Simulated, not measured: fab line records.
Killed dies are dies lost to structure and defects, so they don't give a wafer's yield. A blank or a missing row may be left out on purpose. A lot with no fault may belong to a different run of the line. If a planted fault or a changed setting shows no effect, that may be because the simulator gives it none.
fab line records | flow sky130
[record] lots = 24 wafers = 72 last_day = 51
route steps=708 shown POLY_GATE@236 POLY_CUT@317 SD_N@356 CONTACT@409 VIA2@523
lots that met no fault: taken from a fault-free run of the same line
start_h: hours from the record's opening day to when the first of the lot's shown wafers began | wait_h: hours from the lot's prior step to this one | " repeats the value in the row above | L1.1+2: a single row standing in for several wafers | - value missing, or start not given | * or withheld: withheld | < > ~ a bound
route shown NAME@n: a module of which the file shows steps, and the number in the route of the first | usual: mean/standard deviation of fault-free wafers | same: alike in all rows | chamber/n: place in a boat | sites: per-site readings | _std_site: the values' standard deviation | _edge_site: the outer-site mean with the inner-site mean subtracted | radius_mm: for every site, how far away it sits from the centre of the wafer | mask NAME#n: copy n | behind: the most recent tool/chamber to have shaped the wafer | hold: cause of the lot's hold/its duration in hours/its outcome | device: which transistor (n, p or np) failed to switch | end of line: the route-end tests of the same wafers | a step without rows: its recipe alone | killed: dies that structure and defects cost at the first sort, which is not the same as the wafer's yield | map: shows each die of a wafer: x if killed, . if not, _ if none is there
set.NAME: the setting the step ran with; set.NAME@STEP: the setting that earlier step ran with | model.NAME: the simulator's own value behind a step, which no gauge read
one table for each step of the route and one row for each wafer, over a sample of lots
services: from which hour (start_h, from the record's first day; less than 0 if before it) a tool's chamber was out of use, for how many hours, and why
[[steps]]
[step SKY_POLY_GATE_CD_MEAS_22]
[usual] cd_nm = 150.0/2.7
// columns lot.wafer tool chamber start_h wait_h cd_nm
L074.1 cd_sem-02 - 376.32 0.1 151.9
L074.2 " - " " 150.3
L074.3 " - " " 154.4
L075.3 cd_sem-01 - 385.12 0.1 148.4
L075.5 " - " " 151.8
L075.6 " - " " 147.5
L076.2 cd_sem-02 - 393.49 0.1 147.3
L076.4 " - " " 149.0
L076.5 " - " " 145.5
L077.1 cd_sem-01 - 407.92 0.1 151.8
L077.2 " - " " 152.0
L077.5 " - " " 153.4
L079.1 cd_sem-01 - 428.55 0.1 154.4
L079.2 " - " " 152.4
L079.5 " - " " 154.2
L080.1 cd_sem-02 - 428.79 0.1 146.7
L080.2 " - " " 146.7
L080.3 " - " " 144.7
L078.1 cd_sem-01 - 429.80 0.1 148.2
L078.4 " - " " 153.7
L078.6 " - " " 148.6
L081.1 cd_sem-02 - 436.11 0.1 151.1
L081.3 " - " " 145.0
L081.4 " - " " 148.1
L082.1 cd_sem-02 - 454.52 0.1 149.4
L082.2 " - " " 148.9
L082.4 " - " " 149.5
L083.1 cd_sem-01 - 456.16 0.1 151.4
L083.4 " - " " 148.4
L083.6 " - " " 150.8
L084.1 cd_sem-01 - 471.60 0.1 148.8
L084.3 " - " " 148.9
L084.4 " - " " 149.5
L085.2 cd_sem-02 - 471.63 0.1 154.6
L085.4 " - " " 153.2
L085.5 " - " " 150.7
L086.2 cd_sem-02 - 476.49 0.1 145.3
L086.4 " - " " 145.9
L086.5 " - " " 147.6
L087.4 cd_sem-01 - 488.45 0.1 149.1
L087.5 " - " " 147.0
L087.6 " - " " 148.2
L088.1 cd_sem-01 - 497.66 0.1 149.6
L088.5 " - " " 150.7
L088.6 " - " " 151.6
L089.1 cd_sem-02 - 507.55 0.1 145.9
L089.5 " - " " 147.6
L089.6 " - " " 149.9
L090.2 cd_sem-01 - 518.22 0.1 151.1
L090.3 " - " " 152.1
L090.4 " - " " 151.1
L092.3 cd_sem-01 - 534.06 0.1 149.6
L092.5 " - " " 150.0
L092.6 " - " " 154.4
L091.1 cd_sem-02 - 537.49 0.1 147.6
L091.2 " - " " 149.9
L091.4 " - " " 151.4
L093.1 cd_sem-01 - 542.76 0.1 147.4
L093.5 " - " " 150.4
L093.6 " - " " 145.7
L094.1 cd_sem-01 - 551.01 0.1 153.4
L094.2 " - " " 152.7
L094.6 " - " " 149.4
L096.1 cd_sem-01 - 565.74 0.1 147.1
L096.3 " - " " 148.9
L096.4 " - " " 149.6
L095.1 cd_sem-01 - 569.53 0.1 149.2
L095.2 " - " " 149.8
L095.4 " - " " 150.8
L097.1 cd_sem-02 - 585.26 0.1 153.9
L097.5 " - " " 156.4
L097.6 " - " " 150.7
[step SKY_POLY_CUT_ETCH_10]
[recipe] chemistry = N2/H2 target = BARC ion_energy_ev = 200 source_w = 500 bias_w = 100 pressure_mtorr = 30 n2_flow_sccm = 100 h2_flow_sccm = 200 stop_on = SiO2 time_s = 45.9 target_depth_a = 600
[usual] drypump_motor_current_A = 5.8/0.45 oes_product_au = 0.854/0.0053 throttle_valve_pct = 13.225/0.0094
// columns lot.wafer tool chamber start_h wait_h drypump_motor_current_A oes_product_au rf_hours_counter_h throttle_valve_pct
L074.1 rie_diel-02 3 562.86 0.0 5.3 0.856 7 13.226
L074.2 " 1 " " 5.7 0.850 36 13.233
L074.3 " 2 " " 6.1 0.856 1 13.209
L075.3 rie_diel-04 0 574.16 0.0 4.8 0.860 2 13.229
L075.5 " 3 " " 6.0 0.857 - 13.222
L075.6 " 0 " " 4.8 0.849 - 13.243
L076.2 rie_diel-01 0 579.75 0.0 5.7 0.855 32 13.205
L076.4 " 1 " " 5.5 0.861 17 13.214
L076.5 " 1 " " 5.5 0.859 - 13.245
L077.1 rie_diel-02 0 596.91 0.0 6.3 0.861 20 13.218
L077.2 " 1 " " 5.8 0.850 37 13.224
L077.5 " 0 " " 6.3 0.855 - 13.224
L079.1 rie_diel-01 3 615.91 0.0 5.5 0.850 10 13.219
L079.2 " 0 " " 5.7 0.849 33 13.225
L079.5 " 0 " " 5.7 0.859 - 13.246
L080.1 rie_diel-02 2 616.56 0.0 6.1 0.856 2 13.237
L080.2 " 1 " " 5.7 0.853 37 13.209
L080.3 " 3 " " 5.3 0.857 9 13.221
L078.1 rie_diel-02 3 618.31 0.0 5.3 0.861 9 13.225
L078.4 " 1 " " 5.7 0.849 37 13.234
L078.6 " 1 " " 5.7 0.858 - 13.212
L081.1 rie_diel-04 2 621.91 0.0 6.4 0.861 30 13.243
L081.3 " 3 " " 6.0 0.861 11 13.241
L081.4 " 0 " " 4.8 0.851 3 13.239
L082.1 rie_diel-02 0 641.66 0.0 6.3 0.862 22 13.223
L082.2 " 1 " " 5.7 0.856 37 13.233
L082.4 " 2 " " 6.0 0.852 2 13.243
L083.1 rie_diel-04 1 644.61 0.0 6.3 0.850 2 13.233
L083.4 " 2 " " 6.4 0.857 30 13.224
L083.6 " 1 " " 6.3 0.859 - 13.218
L085.2 rie_diel-04 2 655.41 0.0 6.4 0.855 31 13.230
L085.4 " 0 " " 4.8 0.861 3 13.234
L085.5 " 2 " " 6.4 0.856 - 13.221
L084.1 rie_diel-01 3 658.51 0.0 5.5 0.856 11 13.225
L084.3 " 1 " " 5.5 0.852 19 13.234
L084.4 " 2 " " 5.4 0.851 3 13.219
L086.2 rie_diel-01 3 661.66 0.0 5.5 0.858 12 13.227
L086.4 " 1 " " 5.5 0.846 19 13.204
L086.5 " 2 " " 5.4 0.847 - 13.221
L087.4 rie_diel-02 3 672.65 0.0 5.3 0.848 10 13.244
L087.5 " 1 " " 5.7 0.859 - 13.213
L087.6 " 0 " " 6.3 0.849 - 13.229
L088.1 rie_diel-01 0 680.06 0.0 5.8 0.844 34 13.217
L088.5 " 0 " " 5.8 0.849 - 13.219
L088.6 " 3 " " 5.5 0.850 - 13.219
L089.1 rie_diel-04 1 689.65 0.0 6.2 0.858 3 13.222
L089.5 " 0 " " 4.8 0.858 - 13.230
L089.6 " 3 " " 6.0 0.863 - 13.248
L090.2 rie_diel-04 1 700.30 0.0 6.2 0.857 3 13.219
L090.3 " 2 " " 6.4 0.866 32 13.233
L090.4 " 3 " " 6.0 0.856 12 13.227
L092.3 rie_diel-01 3 715.30 0.0 5.5 0.853 13 13.230
L092.5 " 3 " " 5.5 0.849 - 13.232
L092.6 " 0 " " 5.7 0.852 - 13.227
L091.1 rie_diel-02 2 719.41 0.0 6.1 0.853 4 13.220
L091.2 " 1 " " 5.7 0.852 40 13.227
L091.4 " 0 " " 6.3 0.857 24 13.238
L093.1 rie_diel-02 3 722.41 0.0 5.3 0.869 12 13.228
L093.5 " 0 " " 6.3 0.853 - 13.225
L093.6 " 1 " " 5.8 0.855 - 13.214
L094.1 rie_diel-02 3 731.86 0.0 5.3 0.855 12 13.217
L094.2 " 2 " " 6.1 0.857 4 13.212
L094.6 " 3 " " 5.3 0.859 - 13.234
L096.1 rie_diel-02 2 740.51 0.0 6.1 0.848 4 13.222
L096.3 " 0 " " 6.3 0.845 25 13.221
L096.4 " 3 " " 5.3 0.846 12 13.221
L095.1 rie_diel-02 1 746.81 0.0 5.7 0.851 41 13.222
L095.2 " 2 " " 6.1 0.847 4 13.219
L095.4 " 3 " " 5.3 0.854 12 13.219
L097.1 rie_diel-04 0 761.31 0.0 4.8 0.850 5 13.222
L097.5 " 2 " " 6.4 0.857 - 13.235
L097.6 " 3 " " 6.0 0.848 - 13.234
[step SKY_SD_N_RTA_14]
[recipe] temp_c = 1075 time_s = 2 idle_temp_c = 650 ramp_up_c_per_s = 150 ramp_down_c_per_s = 90 ambient = N2
[usual] lamp_power_pct = 15.74/0.048 wafer_temp_C_max = 1078.1/1.3
// columns lot.wafer tool chamber start_h wait_h lamp_power_pct wafer_temp_C_max
L074.1 rtp_anneal-01 0 651.72 0.0 15.74 1076.2
L074.2 " 0 " " 15.80 1079.8
L074.3 " 0 " " 15.76 1077.2
L075.3 rtp_anneal-02 0 664.08 0.0 15.73 1079.4
L075.5 " 0 " " 15.80 1077.5
L075.6 " 0 " " 15.74 1076.2
L076.2 rtp_anneal-01 0 668.08 0.0 15.75 1075.6
L076.4 " 0 " " 15.77 1078.3
L076.5 " 0 " " 15.77 1077.1
L077.1 rtp_anneal-01 0 683.97 0.0 15.80 1078.5
L077.2 " 0 " " 15.78 1077.6
L077.5 " 0 " " 15.65 1078.1
L079.1 rtp_anneal-02 0 704.47 0.0 15.80 1078.6
L079.2 " 0 " " 15.87 1077.4
L079.5 " 0 " " 15.76 1077.5
L080.1 rtp_anneal-01 0 705.07 0.0 15.70 1078.3
L080.2 " 0 " " 15.82 1079.1
L080.3 " 0 " " 15.63 1078.6
L078.1 rtp_anneal-02 0 705.32 0.0 15.77 1077.7
L078.4 " 0 " " 15.73 1077.5
L078.6 " 0 " " 15.78 1078.7
L081.1 rtp_anneal-01 0 707.82 0.0 15.73 1077.3
L081.3 " 0 " " 15.69 1081.0
L081.4 " 0 " " 15.74 1076.4
L082.1 rtp_anneal-02 0 728.38 0.0 15.74 1078.0
L082.2 " 0 " " 15.76 1077.6
L082.4 " 0 " " 15.67 1077.3
L083.1 rtp_anneal-01 0 731.47 0.0 15.70 1078.8
L083.4 " 0 " " 15.71 1076.9
L083.6 " 0 " " 15.72 1078.4
L085.2 rtp_anneal-02 0 740.03 0.0 15.77 1077.0
L085.4 " 0 " " 15.70 1077.6
L085.5 " 0 " " 15.73 1080.1
L084.1 rtp_anneal-01 0 744.27 0.0 15.79 1079.1
L084.3 " 0 " " 15.74 1077.4
L084.4 " 0 " " 15.71 1077.8
L086.2 rtp_anneal-02 0 747.68 0.0 15.67 1079.5
L086.4 " 0 " " 15.66 1079.4
L086.5 " 0 " " 15.79 1078.0
L087.4 rtp_anneal-01 0 758.85 0.0 15.81 1074.6
L087.5 " 0 " " 15.80 1078.9
L087.6 " 0 " " 15.74 1078.3
L088.1 rtp_anneal-02 0 764.87 0.0 15.74 1077.4
L088.5 " 0 " " 15.78 1077.3
L088.6 " 0 " " 15.77 1078.4
L089.1 rtp_anneal-01 0 774.82 0.0 15.72 1079.5
L089.5 " 0 " " 15.68 1078.1
L089.6 " 0 " " 15.68 1078.5
L090.2 rtp_anneal-02 0 783.33 0.0 15.68 1077.6
L090.3 " 0 " " 15.73 1078.6
L090.4 " 0 " " 15.76 1080.3
L092.3 rtp_anneal-01 0 798.94 0.0 15.69 1076.8
L092.5 " 0 " " 15.73 1079.2
L092.6 " 0 " " 15.73 1077.2
L091.1 rtp_anneal-02 0 803.02 0.0 15.77 1078.9
L091.2 " 0 " " 15.69 1079.0
L091.4 " 0 " " 15.82 1075.2
L093.1 rtp_anneal-01 0 804.07 0.0 15.70 1076.3
L093.5 " 0 " " 15.73 1077.7
L093.6 " 0 " " 15.78 1080.0
L094.1 rtp_anneal-02 0 814.82 0.0 15.76 1078.0
L094.2 " 0 " " 15.70 1076.7
L094.6 " 0 " " 15.65 1078.5
L096.1 rtp_anneal-01 0 822.14 0.0 15.83 1079.2
L096.3 " 0 " " 15.68 1078.5
L096.4 " 0 " " 15.77 1077.3
L095.1 rtp_anneal-02 0 829.12 0.0 15.79 1079.3
L095.2 " 0 " " 15.73 1078.8
L095.4 " 0 " " 15.69 1077.7
L097.1 rtp_anneal-02 0 843.17 0.0 15.73 1076.9
L097.5 " 0 " " 15.81 1076.3
L097.6 " 0 " " 15.66 1081.9
[step SKY_CONTACT_THK_MEAS_03]
[recipe] reads = SiO2_of_CONTACT_HDPCVD_02
[usual] CONTACT_HDPCVD_THK = 581/5.3
// columns lot.wafer tool chamber start_h wait_h CONTACT_HDPCVD_THK[nm]
L074.1 film_metro-02 - 711.64 0.1 586
L074.2 " - " " 580
L074.3 " - " " 588
L075.3 film_metro-01 - 724.20 0.1 581
L075.5 " - " " 589
L075.6 " - " " 578
L076.2 film_metro-04 - 727.87 0.0 583
L076.4 " - " " 588
L076.5 " - " " 584
L077.1 film_metro-04 - 743.10 0.0 582
L077.2 " - " " 591
L077.5 " - " " 585
L079.1 film_metro-02 - 764.06 0.0 587
L079.2 " - " " 596
L079.5 " - " " 593
L080.1 film_metro-01 - 764.35 0.0 581
L080.2 " - " " 581
L080.3 " - " " 585
L078.1 film_metro-02 - 765.27 0.0 590
L078.4 " - " " 585
L078.6 " - " " 581
L081.1 film_metro-01 - 767.52 0.0 579
L081.3 " - " " 577
L081.4 " - " " 578
L082.1 film_metro-02 - 786.46 0.0 575
L082.2 " - " " 582
L082.4 " - " " 575
L083.1 film_metro-04 - 790.38 0.0 576
L083.4 " - " " 572
L083.6 " - " " 589
L085.2 film_metro-02 - 797.85 0.0 589
L085.4 " - " " 591
L085.5 " - " " 587
L084.1 film_metro-01 - 802.89 0.0 575
L084.3 " - " " 587
L084.4 " - " " 583
L086.2 film_metro-02 - 806.28 0.0 582
L086.4 " - " " 580
L086.5 " - " " 581
L087.4 film_metro-04 - 816.40 0.1 583
L087.5 " - " " 580
L087.6 " - " " 592
L088.1 film_metro-01 - 822.43 0.0 586
L088.5 " - " " 585
L088.6 " - " " 587
L089.1 film_metro-01 - 831.92 0.0 575
L089.5 " - " " 573
L089.6 " - " " 568
L090.2 film_metro-01 - 840.06 0.1 583
L090.3 " - " " 580
L090.4 " - " " 581
L092.3 film_metro-04 - 856.05 0.1 583
L092.5 " - " " 583
L092.6 " - " " 578
L091.1 film_metro-01 - 859.73 0.1 588
L091.2 " - " " 582
L091.4 " - " " 575
L093.1 film_metro-04 - 861.04 0.0 577
L093.5 " - " " 582
L093.6 " - " " 581
L094.1 film_metro-02 - 872.10 0.0 576
L094.2 " - " " 579
L094.6 " - " " 569
L096.1 film_metro-02 - 878.56 0.0 577
L096.3 " - " " 577
L096.4 " - " " 579
L095.1 film_metro-04 - 885.21 0.1 574
L095.2 " - " " 578
L095.4 " - " " 577
L097.1 film_metro-04 - 899.21 0.1 577
L097.5 " - " " 581
L097.6 " - " " 585
[step SKY_CONTACT_ETCH_16]
[recipe] chemistry = N2/H2 target = BARC ion_energy_ev = 200 source_w = 500 bias_w = 100 pressure_mtorr = 30 n2_flow_sccm = 100 h2_flow_sccm = 200 stop_on = SiO2 time_s = 45.9 target_depth_a = 600
[usual] drypump_motor_current_A = 5.7/0.35 oes_product_au = 0.855/0.005 throttle_valve_pct = 13.225/0.0086
// columns lot.wafer tool chamber start_h wait_h drypump_motor_current_A oes_product_au rf_hours_counter_h throttle_valve_pct
L074.1 rie_diel-01 3 740.16 0.0 5.5 0.859 14 13.219
L074.2 " 2 " " 5.4 0.855 6 13.239
L074.3 " 1 " " 5.5 0.855 21 13.229
L075.3 rie_diel-02 3 751.96 0.0 5.3 0.871 12 13.241
L075.5 " 2 " " 6.1 0.854 - 13.217
L075.6 " 3 " " 5.3 0.849 - 13.233
L076.2 rie_diel-01 3 755.96 0.0 5.5 0.858 14 13.205
L076.4 " 2 " " 5.4 0.855 6 13.220
L076.5 " 2 " " 5.4 0.856 - 13.213
L077.1 rie_diel-03 3 771.91 0.0 5.0 0.841 7 13.230
L077.2 " 0 " " 6.1 0.860 10 13.225
L077.5 " 1 " " 5.8 0.857 - 13.221
L079.1 rie_diel-03 2 791.36 0.0 6.3 0.861 6 13.219
L079.2 " 3 " " 5.0 0.853 8 13.232
L079.5 " 0 " " 6.1 0.855 - 13.232
L080.1 rie_diel-01 1 791.61 0.0 5.5 0.854 23 13.235
L080.2 " 3 " " 5.5 0.856 15 13.207
L080.3 " 0 " " 5.7 0.862 37 13.244
L078.1 rie_diel-02 0 792.65 0.0 6.3 0.850 26 13.221
L078.4 " 3 " " 5.3 0.852 - 13.219
L078.6 " 2 " " 6.1 0.856 - 13.235
L081.1 rie_diel-01 0 794.96 0.0 5.7 0.853 37 13.227
L081.3 " 1 " " 5.5 0.853 23 13.219
L081.4 " 2 " " 5.4 0.847 8 13.223
L082.1 rie_diel-01 2 814.01 0.0 5.4 0.858 9 13.228
L082.2 " 1 " " 5.5 0.857 24 13.228
L082.4 " 2 " " 5.4 0.855 - 13.222
L083.1 rie_diel-01 1 818.35 0.0 5.5 0.863 24 13.231
L083.4 " 1 " " 5.5 0.854 - 13.231
L083.6 " 2 " " 5.4 0.854 - 13.214
L085.2 rie_diel-03 3 825.31 0.0 4.9 0.853 9 13.221
L085.4 " 3 " " 5.0 0.857 - 13.223
L085.5 " 0 " " 6.1 0.864 - 13.229
L084.1 rie_diel-01 3 829.76 0.0 5.5 0.854 16 13.233
L084.3 " 1 " " 5.5 0.860 24 13.225
L084.4 " 0 " " 5.7 0.858 0 13.225
L086.2 rie_diel-01 3 833.61 0.0 5.5 0.847 17 13.219
L086.4 " 2 " " 5.4 0.858 9 13.223
L086.5 " 0 " " 5.7 0.859 - 13.231
L087.4 rie_diel-02 3 844.31 0.0 5.3 0.856 15 13.232
L087.5 " 3 " " 5.3 0.845 - 13.227
L087.6 " 2 " " 6.1 0.851 - 13.236
L088.1 rie_diel-01 0 849.56 0.0 5.7 0.854 1 13.232
L088.5 " 1 " " 5.5 0.844 - 13.227
L088.6 " 0 " " 5.7 0.865 - 13.225
L089.1 rie_diel-01 3 858.76 0.0 5.5 0.854 18 13.218
L089.5 " 2 " " 5.4 0.848 - 13.223
L089.6 " 1 " " 5.5 0.850 - 13.235
L090.2 rie_diel-03 2 866.65 0.0 6.3 0.857 9 13.232
L090.3 " 1 " " 5.8 0.861 9 13.214
L090.4 " 3 " " 4.9 0.844 10 13.220
L092.3 rie_diel-02 1 882.90 0.0 5.7 0.859 3 13.233
L092.5 " 2 " " 6.1 0.861 - 13.243
L092.6 " 1 " " 5.7 0.852 - 13.221
L091.1 rie_diel-02 2 886.56 0.0 6.1 0.853 9 13.224
L091.2 " 1 " " 5.7 0.863 3 13.236
L091.4 " 0 " " 6.3 0.854 0 13.219
L093.1 rie_diel-01 3 888.16 0.0 5.5 0.856 19 13.236
L093.5 " 2 " " 5.4 0.855 - 13.208
L093.6 " 1 " " 5.5 0.847 - 13.228
L094.1 rie_diel-03 1 898.11 0.0 5.8 0.862 10 13.235
L094.2 " 2 " " 6.3 0.856 10 13.215
L094.6 " 1 " " 5.8 0.847 - 13.225
L096.1 rie_diel-02 2 905.36 0.0 6.1 0.853 10 13.225
L096.3 " 1 " " 5.7 0.859 4 13.221
L096.4 " 3 " " 5.3 0.855 18 13.229
L095.1 rie_diel-02 1 911.61 0.0 5.7 0.854 4 13.226
L095.2 " 3 " " 5.3 0.855 18 13.201
L095.4 " 0 " " 6.3 0.852 1 13.227
L097.1 rie_diel-01 0 925.21 0.0 5.8 0.853 2 13.223
L097.5 " 1 " " 5.5 0.851 - 13.226
L097.6 " 0 " " 5.7 0.851 - 13.222
[step SKY_VIA2_STRIP_16]
[recipe] chemistry = O2/N2 power_w = 1400 pressure_mtorr = 1500 platen_temp_c = withheld o2_flow_sccm = 3000 n2_flow_sccm = 300 overash_fraction = 0.5
[usual] drypump_motor_current_A = 6.0/0.44 oes_product_au = 0.398/0.0047 strip_time_to_endpoint_s = 4.04/0.03
// columns lot.wafer tool chamber start_h wait_h drypump_motor_current_A oes_product_au rf_hours_counter_h strip_time_to_endpoint_s
L074.1 plasma_asher-01 0 855.87 0.0 6.2 0.404 100 4.06
L074.2 " 1 " " 5.9 0.389 100 4.07
L074.3 " 0 " " 6.2 0.402 - 4.01
L075.3 plasma_asher-01 0 865.85 0.1 6.1 0.392 - 3.99
L075.5 " 1 " " 5.9 0.399 - 3.98
L075.6 " 0 " " 6.2 0.388 - 4.02
L076.2 plasma_asher-02 1 870.37 0.0 5.2 0.394 72 4.02
L076.4 " 1 " " 5.2 0.394 - 4.03
L076.5 " 1 " " 5.2 0.401 - 4.00
L077.1 plasma_asher-03 0 884.75 0.0 5.8 0.403 14 4.02
L077.2 " 1 " " 6.5 0.393 14 4.01
L077.5 " 1 " " 6.5 0.394 - 4.02
L079.1 plasma_asher-03 1 903.92 0.0 6.5 0.396 16 3.99
L079.2 " 0 " " 5.8 0.396 16 4.01
L079.5 " 0 " " 5.8 0.397 - 4.07
L080.1 plasma_asher-01 0 904.92 0.0 6.2 0.396 105 4.00
L080.2 " 1 " " 5.9 0.386 105 4.02
L080.3 " 1 " " 5.9 0.397 - 4.04
L078.1 plasma_asher-02 1 905.12 0.0 5.2 0.399 75 4.00
L078.4 " 1 " " 5.2 0.389 - 4.03
L078.6 " 1 " " 5.2 0.396 - 4.03
L081.1 plasma_asher-02 1 907.67 0.0 5.2 0.395 76 4.00
L081.3 " 0 " " 6.3 0.397 - 4.03
L081.4 " 1 " " 5.2 0.399 - 4.02
L082.1 plasma_asher-01 0 926.57 0.0 6.2 0.405 108 4.02
L082.2 " 1 " " 5.9 0.389 108 4.04
L082.4 " 1 " " 5.9 0.396 - 4.01
L083.1 plasma_asher-03 0 929.27 0.0 5.8 0.391 19 4.00
L083.4 " 1 " " 6.5 0.404 - 4.02
L083.6 " 1 " " 6.5 0.402 - 4.00
L085.2 plasma_asher-03 1 934.27 0.0 6.5 0.397 20 4.05
L085.4 " 0 " " 5.8 0.400 - 4.03
L085.5 " 1 " " 6.5 0.393 - 3.99
L084.1 plasma_asher-03 0 940.07 0.0 5.8 0.404 20 4.05
L084.3 " 1 " " 6.5 0.404 - 4.03
L084.4 " 0 " " 5.8 0.394 - 4.01
L086.2 plasma_asher-03 1 944.32 0.0 6.5 0.399 21 4.02
L086.4 " 1 " " 6.5 0.395 - 4.01
L086.5 " 0 " " 5.8 0.399 - 4.06
L087.4 plasma_asher-01 1 953.99 0.1 5.9 0.396 - 4.06
L087.5 " 1 " " 5.9 0.400 - 4.06
L087.6 " 0 " " 6.2 0.396 - 4.04
L088.1 plasma_asher-02 0 959.07 0.0 6.3 0.393 81 4.00
L088.5 " 0 " " 6.3 0.398 - 4.04
L088.6 " 1 " " 5.2 0.397 - 4.05
L089.1 plasma_asher-02 0 967.77 0.0 6.3 0.398 82 4.03
L089.5 " 0 " " 6.3 0.407 - 4.04
L089.6 " 1 " " 5.2 0.394 - 4.03
L090.2 plasma_asher-03 0 974.21 0.0 5.8 0.395 23 4.05
L090.3 " 0 " " 5.8 0.394 - 4.07
L090.4 " 1 " " 6.5 0.402 - 4.07
L092.3 plasma_asher-02 0 988.15 0.1 6.3 0.412 - 4.06
L092.5 " 1 " " 5.2 0.401 - 4.07
L092.6 " 0 " " 6.3 0.395 - 4.07
L091.1 plasma_asher-02 1 993.66 0.0 5.2 0.399 85 3.99
L091.2 " 0 " " 6.4 0.395 85 3.98
L091.4 " 1 " " 5.2 0.395 - 4.06
L093.1 plasma_asher-01 0 994.67 0.0 6.2 0.402 114 4.13
L093.5 " 0 " " 6.2 0.398 - 4.09
L093.6 " 1 " " 5.9 0.397 - 4.05
L094.1 plasma_asher-02 0 1002.47 0.0 6.4 0.396 86 4.03
L094.2 " 1 " " 5.2 0.398 86 4.07
L094.6 " 0 " " 6.4 0.392 - 4.03
L096.1 plasma_asher-02 0 1009.62 0.0 6.3 0.404 86 4.04
L096.3 " 0 " " 6.3 0.398 - 4.03
L096.4 " 1 " " 5.2 0.401 - 4.08
L095.1 plasma_asher-01 1 1014.97 0.0 5.9 0.390 116 4.07
L095.2 " 0 " " 6.2 0.406 116 4.03
L095.4 " 0 " " 6.2 0.400 - 4.05
L097.1 plasma_asher-01 0 1028.01 0.0 6.2 0.389 117 4.04
L097.5 " 0 " " 6.1 0.397 - 4.03
L097.6 " 1 " " 5.9 0.393 - 4.05
[[services]]
// columns tool chamber start_h hours kind
plasma_asher-01 - 544.60 0.6 repair
rie_diel-01 0 590.38 24.5 repair
rie_diel-01 1 612.64 3.3 repair
plasma_asher-01 - 618.26 0.8 repair
plasma_asher-01 - 619.28 1.6 repair
plasma_asher-01 - 636.11 13.7 repair
rtp_anneal-02 - 683.09 7.4 pm
rie_diel-02 2 683.69 34.9 repair
rie_diel-01 3 700.66 9.5 repair
plasma_asher-02 - 707.43 2.2 repair
rie_diel-01 1 768.08 6.9 repair
rie_diel-01 3 771.41 4.1 repair
rie_diel-02 - 800.67 0.4 repair
rtp_anneal-02 - 809.94 2.2 pm
rie_diel-01 - 816.11 1.1 repair
rie_diel-02 - 858.37 0.4 repair
rie_diel-01 0 865.99 36.1 repair
rie_diel-01 - 879.33 0.6 repair
rtp_anneal-01 - 932.73 2.9 pm
rie_diel-02 0 964.16 5.6 repair
rie_diel-01 - 969.94 0.6 repair
rie_diel-01 - 971.82 0.6 repair
rie_diel-02 2 978.31 6.6 repair
rtp_anneal-02 - 992.03 4.9 pm
[[key]]
fault none
